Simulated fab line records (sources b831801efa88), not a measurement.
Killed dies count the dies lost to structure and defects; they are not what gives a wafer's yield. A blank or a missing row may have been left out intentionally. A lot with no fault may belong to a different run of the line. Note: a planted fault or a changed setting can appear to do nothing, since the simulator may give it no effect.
Problem report in the 8D (eight disciplines) form, filled by code ; flow sky130 ; the parts of the form that need people (team, actions taken, sign-off) are left out

## 1. THE ISSUE
Wafers without a fault read 2999.9 rpm, standard deviation 1.8; spinSpeedRpm at SKY_LDD_P_COAT_02 reads a mean of 3044.5 rpm on 9 wafers belonging to 3 lots. Relative to the usual mean, that is a shift of +25 standard deviations.
The step: resist thk 1140 nm.
Earliest sighting: wafer L198.1 on lithoTrack-01 at day 22 17:34. At this step, 39 wafers from 13 lots have a number in the record. Rule for "out" (also "out of limits"): further than 4 standard deviations from the usual mean. The rest of the wafers with a number are treated as sound.

## 2. WHAT IT IS, AND WHAT IT ISN'T
question;is;is not
which readings at this step;spinSpeedRpm;chillPlateTempC
which lots;L198, L199, L201;L189, L190, L191, L196, L202, L203, L204, L206, L207, L209
which wafers of those lots;all that have a number;-
read on which tools;lithoTrack-01;lithoTrack-02, lithoTrack-03
when;from day 22 17:34;"up to then (12 sound wafers); but 18 sound wafers of L202, L203, L204, L206, L207, L209 came after"

## 3. SUSPECTS, AND WHAT RULES EACH OUT
Counting: a tool at any process step up to the reading remains a suspect when it ran all the lots that are out and ran no sound lot after the first of those.
- lithoTrack-01 at SKY_LDD_P_COAT_02 (resist thk 1140 nm): ruled out as a lasting fault. Following L198 (day 22 17:34), the first lot on it that is out, the sound lots L206, L209 were run on it.
Left after counting: nothing in the record.

## 4. THE CAUSE (what the simulator had put in)
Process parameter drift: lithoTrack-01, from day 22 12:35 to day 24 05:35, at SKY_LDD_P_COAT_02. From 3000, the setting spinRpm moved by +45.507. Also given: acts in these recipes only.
Counting ruled it out, wrongly.

## 5. THE CHAIN OF EFFECTS, in route order
Rows list readings where the struck wafers' mean (over those with a number) sits beyond 3 standard deviations from the usual. Only readings whose record carries a usual standard deviation are examined. hours: median over the lots of the time between each lot's start at the first step of this table that gives one and its start at this step. sigmas: the change, counted in usual standard deviations.
hours;step;reading;usual;on struck wafers;change;sigmas
0;SKY_LDD_P_COAT_02;spinSpeedRpm;2999.9 rpm;3044.5;+44.6;+25
15;SKY_LDD_P_STRIP_10;stripTimeToEndpointS;14.18 s;14.07;-0.11;-3.1
Process steps it contains:
- SKY_LDD_P_COAT_02: resist thk 1140 nm.
- SKY_LDD_P_STRIP_10: strips in O2/N2.
Later measuring or inspecting steps at which every struck wafer that the step has a row for has a number for every such reading, and none has moved that far: SKY_LDD_HVP_OVL_MEAS_07, SKY_LDD_LDN_OVL_MEAS_07.

## 6. WHAT WOULD HAVE CAUGHT IT SOONER
In this record the first reading out of limits was taken at day 22 17:34, 5 hours after the fault began at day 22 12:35.
